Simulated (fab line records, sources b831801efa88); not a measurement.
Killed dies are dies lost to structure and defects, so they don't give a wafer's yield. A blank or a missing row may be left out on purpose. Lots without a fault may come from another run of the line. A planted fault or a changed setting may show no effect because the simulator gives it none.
Chamber matching | flow sky130 | SKY_CAPM_CVD_00 on pecvd-03: 3 sister chambers
The step deposits SiO2, target thk 15.5 nm. 20 wafers are shown with their chamber, then 10 later ones without.

WAFERS WITH THEIR CHAMBER
wafer  | chamber | heater_power_w (W)
L076.1 | 1       | 647
L076.2 | 2       | 800
L076.3 | 0       | 737
L076.4 | 0       | 743
L076.5 | 2       | 795
L076.6 | 1       | 626
L079.2 | 1       | 559
L079.3 | 2       | 781
L079.5 | 2       | 783
L080.3 | 2       | 867
L080.5 | 2       | 871
L080.6 | 0       | 697
L081.1 | 0       | 608
L081.3 | 1       | 660
L081.4 | 1       | 643
L084.1 | 0       | 728
L084.2 | 2       | 785
L084.5 | 2       | 793
L091.3 | 1       | 624
L091.5 | 1       | 645

SIGNATURES (means of the wafers above)
reading        | chamber 0 | chamber 1 | chamber 2 | scatter within a chamber
heater_power_w | 702.60    | 629.14    | 809.38    | 41.2
Rule: a wafer's distance from a chamber is the root of the sum, over the readings, of the square of ((its reading less the chamber's mean) divided by the reading's scatter). The wafer belongs to the nearest chamber; if the next one is less than 2 further off, it can't be placed. The scatter: the root of (the sum of the squares of (reading less its chamber's mean) over the shown wafers, divided by (wafers less chambers)).

WAFERS WITHOUT THEIR CHAMBER
wafer  | heater_power_w (W)
L091.6 | 733
L093.2 | 595
L093.4 | 848
L093.6 | 735
L094.2 | 917
L094.3 | 618
L094.4 | 712
L097.2 | 594
L097.5 | 587
L097.6 | 870

WHICH CHAMBER EACH WENT THROUGH
wafer  | from the rows above          | in truth
L091.6 | can't be placed: 0 or 2 or 1 | 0
L093.2 | can't be placed: 1 or 0      | 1
L093.4 | 2                            | 2
L093.6 | can't be placed: 0 or 2 or 1 | 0
L094.2 | 2                            | 2
L094.3 | can't be placed: 1 or 0      | 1
L094.4 | can't be placed: 0 or 1      | 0
L097.2 | can't be placed: 1 or 0      | 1
L097.5 | can't be placed: 1 or 0      | 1
L097.6 | 2                            | 2
Placed correctly: 3 of 10. Can't be placed from these rows: 7 (the true chamber is among the candidates in 7). Placed wrongly: 0.
